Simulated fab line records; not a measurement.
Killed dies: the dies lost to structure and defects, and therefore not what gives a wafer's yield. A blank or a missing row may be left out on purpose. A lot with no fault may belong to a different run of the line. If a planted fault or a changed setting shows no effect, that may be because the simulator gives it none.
fab line records	flow sky130
record lots=12	wafers=36	lastDay=51
route steps=708 shown METAL2@502 METAL5@661 PASSIVATION@683 PAD_OPEN@708
lots that met no fault: from a run of the same line without faults
startH: the number of hours between the record's first day and the start of the first shown wafer of the lot	waitH: hours since the lot's step before	" the same as in the row above	L1.1+2: one row covering several wafers at once	- no value, or no start was given	* or withheld: withheld	< > ~ a bound
route shown NAME@n: a module of which the file shows steps, and the number in the route of the first	usual: the fault-free wafers' mean and standard deviation	same: alike in all rows	chamber/n: place in a boat	sites: readings site by site	_std_site: the standard deviation of these	_edge_site: the outer-site mean with the inner-site mean subtracted	radiusMm: for every site, how far away it sits from the centre of the wafer	mask NAME#n: copy n	behind: the most recent tool/chamber to have shaped the wafer	hold: what put the lot on hold/how long, in hours/how the hold closed	device: whichever transistor did not switch (one of n, p or np)	end of line: tests of these same wafers at the route's end	a step given without rows: its recipe and nothing more	killed: not the wafer's yield, but the dies lost to structure and defects at the first sort	map: dies across one wafer; x = killed, . = not, _ = none there
set.NAME: the setting that was run; set.NAME@STEP: the one run at that earlier step	model.NAME: the simulator's own value behind a step, which no gauge read
the route's steps for a sample of lots (tables are steps, rows are wafers)
services: the hour from which a tool's chamber was out of use, counted from the record's first day as startH (under 0 if before that day), plus the number of hours and why
## steps
# step SKY_METAL2_METAL_ETCH_19
# recipe targetDepthA=3600	stopOn=SiO2	overEtchFrac=0.3	timeS=78	chemistry=Cl2/BCl3	resistSidewallDeg=88	pressureMtorr=10	icpW=900	biasW=48.5	Cl2_flow_sccm=60	bcl3FlowSccm=30
# usual drypumpMotorCurrentA=5.6/0.43	oesProductAu=0.854/0.0055	throttleValvePct=22.265/0.0086
# same timeS=78
lot.wafer	tool	chamber	startH	waitH	drypumpMotorCurrentA	oesProductAu	rfHoursCounterH	throttleValvePct
L966.1	rieMetal-04	0	806.01	0.0	5.5	0.857	3	22.259
L966.3	"	1	"	"	5.9	0.853	-	22.254
L966.4	"	0	"	"	5.5	0.858	-	22.271
L970.1	rieMetal-04	0	845.82	0.0	5.5	0.850	4	22.275
L970.2	"	1	"	"	5.9	0.853	11	22.266
L970.5	"	0	"	"	5.5	0.857	-	22.263
L972.1	rieMetal-04	1	857.87	0.0	5.9	0.860	12	22.244
L972.2	"	0	"	"	5.5	0.852	5	22.270
L972.6	"	1	"	"	5.9	0.860	-	22.271
L977.2	rieMetal-01	0	897.22	0.0	6.0	0.848	15	22.272
L977.3	"	0	"	"	6.0	0.849	-	22.264
L977.5	"	0	"	"	6.0	0.854	-	22.276
L978.1	rieMetal-02	1	907.26	0.1	4.8	0.864	18	22.261
L978.4	"	1	"	"	4.8	0.851	-	22.254
L978.5	"	1	"	"	4.8	0.854	-	22.289
L981.1	rieMetal-04	0	928.12	0.0	5.5	0.857	8	22.269
L981.2	"	1	"	"	5.9	0.860	15	22.254
L981.6	"	0	"	"	5.5	0.857	-	22.263
L982.1	rieMetal-01	1	953.47	0.0	5.2	0.858	15	22.261
L982.3	"	1	"	"	5.2	0.859	-	22.256
L982.5	"	0	"	"	6.0	0.855	-	22.263
L983.2	rieMetal-02	0	956.84	0.0	6.2	0.848	3	22.263
L983.3	"	0	"	"	6.2	0.859	-	22.274
L983.4	"	1	"	"	4.8	0.854	-	22.259
L985.3	rieMetal-04	1	969.25	0.1	5.9	0.850	-	22.271
L985.4	"	0	"	"	5.5	0.849	-	22.252
L985.5	"	0	"	"	5.6	0.851	-	22.257
L987.2	rieMetal-04	0	983.62	0.1	5.5	0.853	11	22.269
L987.5	"	0	"	"	5.5	0.849	-	22.251
L987.6	"	1	"	"	6.0	0.848	-	22.264
L986.1	rieMetal-02	0	983.94	0.0	6.2	0.853	4	22.268
L986.2	"	1	"	"	4.9	0.857	2	22.280
L986.4	"	0	"	"	6.2	0.844	-	22.253
L989.1	rieMetal-02	0	1020.34	0.0	6.2	0.849	6	22.262
L989.2	"	1	"	"	4.9	0.853	4	22.277
L989.4	"	0	"	"	6.2	0.850	-	22.270
# step SKY_METAL5_SPUTTER_00
# recipe material=Ti	targetThkNm=15	powerW=3000	timeS=10	chamberPressurePa=0.4
# usual throttleValvePct=29.9/1.1
# same timeS=10
lot.wafer	tool	chamber	startH	waitH	throttleValvePct
L966.1	pvdSputter-01	-	993.71	0.2	31.7
L966.3	"	-	"	"	28.1
L966.4	"	-	"	"	31.3
L970.1	pvdSputter-01	-	1028.96	0.1	27.7
L970.2	"	-	"	"	30.4
L970.5	"	-	"	"	31.9
L972.1	pvdSputter-02	-	1038.69	0.2	30.4
L972.2	"	-	"	"	30.2
L972.6	"	-	"	"	29.7
L977.2	pvdSputter-02	-	1071.64	0.2	29.9
L977.3	"	-	"	"	29.5
L977.5	"	-	"	"	28.9
L978.1	pvdSputter-02	-	1081.02	0.1	30.1
L978.4	"	-	"	"	30.3
L978.5	"	-	"	"	30.2
L981.1	pvdSputter-03	-	1096.75	0.2	29.1
L981.2	"	-	"	"	31.3
L981.6	"	-	"	"	29.2
L982.1	pvdSputter-01	-	1117.39	0.1	28.0
L982.3	"	-	"	"	30.6
L982.5	"	-	"	"	30.4
L983.2	pvdSputter-02	-	1121.57	0.2	30.3
L983.3	"	-	"	"	29.5
L983.4	"	-	"	"	30.3
L985.3	pvdSputter-01	-	1130.10	0.2	31.9
L985.4	"	-	"	"	30.5
L985.5	"	-	"	"	27.6
L987.2	pvdSputter-02	-	1141.37	0.2	30.5
L987.5	"	-	"	"	29.0
L987.6	"	-	"	"	29.8
L986.1	pvdSputter-02	-	1142.58	0.1	30.3
L986.2	"	-	"	"	30.3
L986.4	"	-	"	"	29.1
L989.1	pvdSputter-01	-	1169.14	0.2	32.1
L989.2	"	-	"	"	31.1
L989.4	"	-	"	"	31.4
# step SKY_METAL5_STRIP_16
# recipe chemistry=O2/N2	powerW=1400	pressureMtorr=1500	platenTempC=withheld	o2FlowSccm=3000	n2FlowSccm=300	overashFraction=0.5
# usual drypumpMotorCurrentA=5.7/0.47	oesProductAu=0.710/0.0042	stripTimeToEndpointS=13.05/0.15
lot.wafer	tool	chamber	startH	waitH	drypumpMotorCurrentA	oesProductAu	rfHoursCounterH	stripTimeToEndpointS
L966.1	plasmaAsher-01	1	1016.69	0.2	5.7	0.707	28	13.14
L966.3	"	0	"	"	6.7	0.704	-	12.86
L966.4	"	1	"	"	5.7	0.711	-	13.28
L970.1	plasmaAsher-04	0	1051.84	0.2	5.4	0.715	125	13.08
L970.2	"	1	"	"	5.3	0.712	125	12.78
L970.5	"	1	"	"	5.3	0.717	-	13.02
L972.1	plasmaAsher-02	0	1060.49	0.2	5.7	0.708	93	12.85
L972.2	"	1	"	"	6.0	0.715	93	13.12
L972.6	"	0	"	"	5.8	0.705	-	12.91
L977.2	plasmaAsher-02	1	1092.69	0.2	6.0	0.713	96	13.25
L977.3	"	0	"	"	5.8	0.715	-	13.29
L977.5	"	0	"	"	5.8	0.712	-	13.17
L978.1	plasmaAsher-01	1	1101.76	0.2	5.7	0.707	35	13.22
L978.4	"	1	"	"	5.7	0.717	-	13.18
L978.5	"	0	"	"	6.7	0.707	-	13.15
L981.1	plasmaAsher-02	1	1116.61	0.2	5.9	0.712	98	12.95
L981.2	"	0	"	"	5.8	0.717	98	12.90
L981.6	"	0	"	"	5.8	0.708	-	12.86
L982.1	plasmaAsher-04	0	1136.31	0.2	5.3	0.700	5	13.21
L982.3	"	1	"	"	5.3	0.705	-	13.04
L982.5	"	1	"	"	5.3	0.708	-	13.01
L983.2	plasmaAsher-01	0	1140.64	0.2	6.7	0.714	39	12.96
L983.3	"	1	"	"	5.6	0.713	-	13.26
L983.4	"	0	"	"	6.7	0.707	-	12.96
L985.3	plasmaAsher-01	0	1149.27	0.1	6.7	0.710	-	12.83
L985.4	"	1	"	"	5.7	0.706	-	13.11
L985.5	"	0	"	"	6.7	0.711	-	13.13
L987.2	plasmaAsher-02	0	1159.99	0.2	5.8	0.705	103	13.30
L987.5	"	1	"	"	5.9	0.707	-	13.04
L987.6	"	0	"	"	5.8	0.716	-	13.26
L986.1	plasmaAsher-04	1	1160.76	0.2	5.3	0.708	8	13.29
L986.2	"	0	"	"	5.3	0.719	8	13.03
L986.4	"	1	"	"	5.3	0.712	-	13.26
L989.1	plasmaAsher-04	0	1185.81	0.2	5.3	0.711	10	12.96
L989.2	"	1	"	"	5.3	0.713	10	12.72
L989.4	"	0	"	"	5.4	0.706	-	12.63
# step SKY_PASSIVATION_CVD_02
# recipe material=Si3N4	targetThkNm=540	tempC=400	timeS=withheld	rfW=450
# usual heaterPowerW=659/110
lot.wafer	tool	chamber	startH	waitH	heaterPowerW
L966.1	pecvd-02	1	1017.37	0.1	628
L966.3	"	1	"	"	524
L966.4	"	2	"	"	840
L970.1	pecvd-04	0	1052.94	0.1	660
L970.2	"	1	"	"	792
L970.5	"	0	"	"	675
L972.1	pecvd-03	0	1061.16	0.1	520
L972.2	"	1	"	"	661
L972.6	"	0	"	"	537
L977.2	pecvd-02	2	1093.37	0.0	768
L977.3	"	2	"	"	787
L977.5	"	1	"	"	517
L978.1	pecvd-02	1	1102.52	0.1	523
L978.4	"	2	"	"	672
L978.5	"	0	"	"	627
L981.1	pecvd-03	0	1117.70	0.1	535
L981.2	"	1	"	"	582
L981.6	"	2	"	"	884
L982.1	pecvd-03	1	1136.99	0.1	579
L982.3	"	0	"	"	473
L982.5	"	2	"	"	817
L983.2	pecvd-03	1	1141.31	0.0	549
L983.3	"	0	"	"	548
L983.4	"	2	"	"	880
L985.3	pecvd-03	2	1149.91	0.0	728
L985.4	"	0	"	"	440
L985.5	"	1	"	"	619
L987.2	pecvd-03	1	1160.77	0.0	625
L987.5	"	2	"	"	782
L987.6	"	1	"	"	655
L986.1	pecvd-02	1	1161.60	0.1	641
L986.2	"	0	"	"	549
L986.4	"	2	"	"	762
L989.1	pecvd-04	0	1186.54	0.1	596
L989.2	"	1	"	"	865
L989.4	"	0	"	"	645
# step SKY_PAD_OPEN_PROBE_99
# usual defectLimitedYield=82.3/2.1	killed_at_M0_to_M3=44/7.2	killed_at_M4_up=3.1/1.7	killedAtContacts=24/5.2	killedAtFrontEnd=15/4.1	killedAtOther=0.3/0.61	killedDies=87/10	killedOnRim=17/3.8	killedOpen=48/7.5	killedShort=39/6.6	sort_bin_3_pad_short=0.8/0.39	sort_bin_5_function=10.4/1.7	sort_bin_6_memory=6.5/1.1	sortNPass=405/10	sortYieldPct=82.3/2.1
# same grossDies=492	killedAtBackSide=0	sort_bin_4_leakage[%]=0	sort_bin_8_speed[%]=0
lot.wafer	tool	chamber	startH	waitH	defectLimitedYield[%]	killed_at_M0_to_M3	killed_at_M4_up	killedAtContacts	killedAtFrontEnd	killedAtOther	killedDies	killedOnRim	killedOpen	killedShort	sort_bin_3_pad_short[%]	sort_bin_5_function[%]	sort_bin_6_memory[%]	sortNPass	sortYieldPct[%]
L970.1	prober-01	-	1096.37	0.1	83.3	41	5	18	18	0	82	17	37	45	1.2	8.9	6.5	410	83.3
L970.2	prober-01	-	1096.42	0.1	72.6	100	3	13	19	0	135	29	36	33	6.1	17.3	4.1	357	72.6
L970.5	prober-01	-	1096.57	0.2	84.1	39	6	17	16	0	78	16	37	41	1.0	9.8	5.1	414	84.1
L972.1	prober-01	-	1105.03	0.1	69.5	110	2	24	13	1	150	30	49	38	5.1	17.1	8.3	342	69.5
L972.2	prober-01	-	1105.08	0.1	80.5	49	4	23	19	1	96	24	51	45	0.6	12.0	6.9	396	80.5
L972.6	prober-01	-	1105.28	0.2	67.1	105	3	33	21	0	162	28	52	44	5.9	18.1	8.9	330	67.1
L977.2	prober-02	-	1135.25	0.1	82.3	42	9	24	12	0	87	21	48	38	0.8	12.0	4.9	405	82.3
L977.3	prober-02	-	1135.30	0.2	81.1	42	4	33	14	0	93	15	59	34	0.6	11.2	7.1	399	81.1
L977.5	prober-02	-	1135.40	0.2	81.3	40	1	24	27	0	92	18	55	37	0.4	11.0	7.3	400	81.3
L978.1	prober-01	-	1144.06	0.1	85.0	36	1	22	15	0	74	10	44	30	0.4	9.1	5.5	418	85.0
L978.4	prober-01	-	1144.21	0.2	79.1	58	5	24	16	0	103	18	49	53	0.8	11.4	8.7	389	79.1
L978.5	prober-01	-	1144.26	0.2	80.5	45	2	30	19	0	96	19	52	44	2.0	11.4	6.1	396	80.5
L981.1	prober-02	-	1157.11	0.1	81.1	46	3	23	21	0	93	15	55	38	1.0	9.3	8.5	399	81.1
L981.2	prober-02	-	1157.16	0.1	85.8	33	3	17	16	1	70	15	35	35	0.4	7.9	5.9	422	85.8
L981.6	prober-02	-	1157.36	0.2	84.3	38	3	22	13	1	77	22	44	33	0.8	8.7	6.1	415	84.3
L985.3	prober-02	-	1186.74	0.2	81.9	38	3	27	19	2	89	18	45	42	0.6	11.0	6.5	403	81.9
L985.4	prober-02	-	1186.79	0.2	85.8	41	1	14	13	1	70	13	39	31	0.8	8.7	4.7	422	85.8
L985.5	prober-02	-	1186.84	0.2	81.9	53	3	23	10	0	89	16	48	41	0.6	9.1	8.3	403	81.9
L989.1	prober-01	-	1218.95	0.1	85.6	37	0	21	13	0	71	15	34	37	0.6	7.5	6.3	421	85.6
L989.2	prober-01	-	1219.00	0.1	83.3	44	1	20	16	1	82	14	54	28	0.4	10.4	5.9	410	83.3
L989.4	prober-01	-	1219.10	0.2	87.2	28	2	19	14	0	63	11	30	33	0.4	6.9	5.5	429	87.2
# killed by level:class
L970.1 CONTACT:geometricParticle:short=8 VIA3:geometricParticle:open=8 METAL2:geometricParticle:short=7 POLY_GATE:geometricParticle:short=6 POLY_GATE:geometricParticle:open=6 VIA1:geometricParticle:open=6 VIA2:geometricParticle:open=5 FIELD_ISO:geometricParticle:short=4
L970.2 METAL2:unspecified=65 VIA1:geometricParticle:open=14 FIELD_ISO:geometricParticle:open=6 FIELD_ISO:geometricParticle:short=4 POLY_GATE:geometricParticle:open=4 LOCAL_INTERCONNECT:geometricParticle:short=4 METAL3:geometricParticle:short=4 VIA3:geometricParticle:open=4
L970.5 VIA1:geometricParticle:open=9 VIA1:geometricParticle:short=6 METAL2:geometricParticle:short=6 POLY_GATE:geometricParticle:open=5 LOCAL_INTERCONNECT:geometricParticle:short=5 CONTACT:geometricParticle:open=4 VIA2:geometricParticle:open=4 METAL3:geometricParticle:short=4
L972.1 METAL2:unspecified=63 VIA3:geometricParticle:open=11 VIA1:geometricParticle:open=10 CONTACT:geometricParticle:open=7 LI_CONTACT:geometricParticle:open=5 LOCAL_INTERCONNECT:geometricParticle:short=5 METAL1:geometricParticle:short=5 METAL3:geometricParticle:short=5
L972.2 VIA1:geometricParticle:open=16 CONTACT:geometricParticle:open=9 METAL2:geometricParticle:short=8 POLY_GATE:geometricParticle:short=7 LI_CONTACT:geometricParticle:open=6 METAL1:geometricParticle:short=6 FIELD_ISO:geometricParticle:open=5 VIA3:geometricParticle:open=5
L972.6 METAL2:unspecified=66 VIA3:geometricParticle:open=9 CONTACT:geometricParticle:open=8 VIA2:geometricParticle:open=7 LI_CONTACT:geometricParticle:open=7 FIELD_ISO:geometricParticle:open=6 POLY_GATE:geometricParticle:short=6 LI_CONTACT:geometricParticle:short=6
L977.2 LI_CONTACT:geometricParticle:open=9 VIA1:geometricParticle:open=9 CONTACT:geometricParticle:open=7 VIA3:geometricParticle:open=6 METAL1:geometricParticle:short=5 VIA1:geometricParticle:short=5 METAL2:geometricParticle:short=5 METAL4:geometricParticle:short=5
L977.3 VIA1:geometricParticle:open=14 CONTACT:geometricParticle:open=13 LI_CONTACT:geometricParticle:open=8 VIA2:geometricParticle:open=7 VIA3:geometricParticle:open=6 FIELD_ISO:geometricParticle:open=4 CONTACT:geometricParticle:short=4 METAL2:geometricParticle:short=4
L977.5 VIA1:geometricParticle:open=15 FIELD_ISO:geometricParticle:open=13 LI_CONTACT:geometricParticle:open=8 CONTACT:geometricParticle:open=8 FIELD_ISO:geometricParticle:short=7 POLY_GATE:geometricParticle:short=6 METAL2:geometricParticle:short=5 VIA2:geometricParticle:open=4
L978.1 CONTACT:geometricParticle:open=13 VIA1:geometricParticle:open=10 VIA1:geometricParticle:short=5 VIA2:geometricParticle:open=5 FIELD_ISO:geometricParticle:open=4 POLY_GATE:geometricParticle:short=4 CONTACT:geometricParticle:short=4 VIA3:geometricParticle:open=4
L978.4 VIA1:geometricParticle:open=13 CONTACT:geometricParticle:open=9 METAL1:geometricParticle:short=9 FIELD_ISO:geometricParticle:short=7 LI_CONTACT:geometricParticle:open=7 VIA1:geometricParticle:short=7 METAL2:geometricParticle:short=7 VIA3:geometricParticle:open=6
L978.5 VIA1:geometricParticle:open=14 CONTACT:geometricParticle:open=9 CONTACT:geometricParticle:short=7 METAL1:geometricParticle:short=7 VIA3:geometricParticle:open=7 FIELD_ISO:geometricParticle:open=5 POLY_GATE:geometricParticle:short=5 LI_CONTACT:geometricParticle:open=5
L981.1 VIA1:geometricParticle:open=9 CONTACT:geometricParticle:open=8 VIA3:geometricParticle:open=8 FIELD_ISO:geometricParticle:open=7 METAL1:geometricParticle:short=7 VIA2:geometricParticle:open=7 POLY_GATE:geometricParticle:open=6 LI_CONTACT:geometricParticle:open=6
L981.2 VIA1:geometricParticle:open=8 CONTACT:geometricParticle:open=7 FIELD_ISO:geometricParticle:open=4 METAL1:geometricParticle:short=4 VIA3:geometricParticle:short=4 FIELD_ISO:geometricParticle:short=3 POLY_GATE:geometricParticle:open=3 POLY_GATE:geometricParticle:short=3
L981.6 CONTACT:geometricParticle:open=9 VIA1:geometricParticle:open=7 VIA2:geometricParticle:open=7 FIELD_ISO:geometricParticle:open=6 LI_CONTACT:geometricParticle:open=6 VIA3:geometricParticle:open=6 LOCAL_INTERCONNECT:geometricParticle:short=5 VIA1:geometricParticle:short=5
L985.3 CONTACT:geometricParticle:open=9 LI_CONTACT:geometricParticle:open=8 VIA1:geometricParticle:open=7 VIA3:geometricParticle:open=7 VIA1:geometricParticle:short=7 FIELD_ISO:geometricParticle:short=6 FIELD_ISO:geometricParticle:open=5 LI_CONTACT:geometricParticle:short=5
L985.4 VIA1:geometricParticle:open=10 METAL2:geometricParticle:short=6 FIELD_ISO:geometricParticle:open=5 METAL1:geometricParticle:short=5 VIA3:geometricParticle:open=5 VIA2:geometricParticle:short=4 CONTACT:geometricParticle:open=4 VIA2:geometricParticle:open=4
L985.5 CONTACT:geometricParticle:open=11 VIA1:geometricParticle:open=11 VIA1:geometricParticle:short=10 VIA2:geometricParticle:open=9 VIA2:geometricParticle:short=6 METAL2:geometricParticle:short=5 LI_CONTACT:geometricParticle:open=5 CONTACT:geometricParticle:short=5
L989.1 VIA1:geometricParticle:open=11 CONTACT:geometricParticle:open=8 METAL1:geometricParticle:short=7 METAL2:geometricParticle:short=7 LI_CONTACT:geometricParticle:open=5 FIELD_ISO:geometricParticle:short=4 CONTACT:geometricParticle:short=4 VIA1:geometricParticle:short=4
L989.2 VIA1:geometricParticle:open=12 VIA2:geometricParticle:open=11 CONTACT:geometricParticle:open=10 FIELD_ISO:geometricParticle:open=8 VIA1:geometricParticle:short=5 METAL2:geometricParticle:short=5 FIELD_ISO:geometricParticle:short=4 CONTACT:geometricParticle:short=3
L989.4 CONTACT:geometricParticle:short=7 CONTACT:geometricParticle:open=6 VIA1:geometricParticle:open=6 METAL2:geometricParticle:short=5 VIA2:geometricParticle:open=5 SPACER:geometricParticle:short=3 POLY_CUT:geometricParticle:short=3 LI_CONTACT:geometricParticle:open=3
## services
tool	chamber	startH	hours	kind
plasmaAsher-02	-	784.65	7.7	repair
pecvd-02	-	789.95	14.6	pm
plasmaAsher-02	-	798.64	3.3	repair
pecvd-02	-	810.28	5.5	pm
pecvd-02	0	818.91	18.2	repair
rieMetal-04	-	884.22	2.8	pm
pecvd-03	1	924.44	3.8	repair
pecvd-02	2	931.86	9.5	repair
plasmaAsher-04	-	932.23	0.7	repair
pvdSputter-02	-	967.56	8.9	repair
pecvd-03	1	972.96	5.5	repair
pecvd-02	0	995.96	23.3	repair
plasmaAsher-02	-	1004.06	3.9	repair
plasmaAsher-01	-	1017.30	14.6	pm
pecvd-02	-	1048.98	1.2	repair
plasmaAsher-04	-	1055.25	9.0	pm
plasmaAsher-01	-	1071.21	0.3	repair
plasmaAsher-04	-	1079.59	3.3	repair
pvdSputter-01	-	1088.18	4.3	repair
pecvd-03	0	1091.09	5.0	repair
pvdSputter-01	-	1119.64	1.0	repair
pvdSputter-02	-	1133.81	5.9	repair
pvdSputter-01	-	1145.43	5.0	repair
pvdSputter-01	-	1171.64	7.2	repair
## key
firstSign step=SKY_PAD_OPEN_PROBE_99	reading=sort_bin_3_pad_short	direction=up	sigmas=13	usual=0.8	struck=5.7
effect step=SKY_PAD_OPEN_PROBE_99	reading=killed_at_M0_to_M3	direction=up	sigmas=8.4	usual=44	struck=105
metAt SKY_METAL2_METAL_ETCH_19
struckLots L970,L972
struckWafers L970.2,L972.1,L972.6
notActingAt SKY_METAL5_SPUTTER_00,SKY_METAL5_STRIP_16,SKY_PASSIVATION_CVD_02
onsetBetween 806.01 845.82
fault kind=chamberParticleSource	tool=rieMetal-04	chamber=1	onsetH=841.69	steps=SKY_METAL2_METAL_ETCH_19	ratePerVisitCm2=2.0967	endH=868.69
